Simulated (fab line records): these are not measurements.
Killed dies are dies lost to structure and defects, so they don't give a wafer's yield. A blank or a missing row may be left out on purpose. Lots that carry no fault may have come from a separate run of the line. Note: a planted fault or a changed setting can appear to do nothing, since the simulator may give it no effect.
2 desks, one fault / flow gf180mcu / every desk sees just its own numbers, and what lay behind them comes last

TOOL OWNER'S DESK, pvdSputter-04
At GF_MIM_SPUTTER_07 (material TiN, target thk 60 nm, time 50 s) the tool's own readings: per lot run on this tool, the mean of the sampled wafers that have a number. Marked OUT: a lot whose mean sits more than 4 standard deviations from the usual mean, which makes it out of limits; the brackets give that distance.
Columns: A = cathodeDcPowerW at GF_MIM_SPUTTER_07, usual 6499.9 W; B = throttleValvePct at GF_MIM_SPUTTER_07, usual 30.0 %
lot=L385; first seen here=day 24 18:40; A=6499.9; B=30.1
lot=L396; first seen here=day 27 23:45; A=6500.1; B=29.5
lot=L407; first seen here=day 31 11:08; A=6500.1; B=30.5
This desk found nothing out of limits on any of the 3 lots.

FROM THE METROLOGY DESK
Means of the sampled wafers that have a number, per lot and without regard to the tool the lot ran on: this is what the gauges read. Marked OUT: a lot whose mean sits more than 4 standard deviations from the usual mean, which makes it out of limits; the brackets give that distance.
Columns: A = V4_W_RS at GF_V4_RS_MEAS_24, usual 0.333 ohm/sq; B = V4_W_THK at GF_V4_THK_MEAS_25, usual 339 nm; C = MIM_CVD_05_THK at GF_MIM_THK_MEAS_06, usual 41.8 nm
lot=L385; first seen here=day 24 17:55; A=0.334; B=336; C=42.2
lot=L387; first seen here=day 25 10:17; A=0.337; B=343; C=42.4
lot=L396; first seen here=day 27 22:57; A=0.327; B=341; C=41.4
lot=L405; first seen here=day 31 00:25; A=0.332; B=340; C=41.8
lot=L407; first seen here=day 31 10:22; A=0.332; B=340; C=41.3
This desk found nothing out of limits on any of the 5 lots.

BROUGHT TOGETHER
The tool owner's desk saw nothing out of limits.
From the metrology desk's view, nothing was out of limits.

WHAT THE SIMULATOR PUT IN
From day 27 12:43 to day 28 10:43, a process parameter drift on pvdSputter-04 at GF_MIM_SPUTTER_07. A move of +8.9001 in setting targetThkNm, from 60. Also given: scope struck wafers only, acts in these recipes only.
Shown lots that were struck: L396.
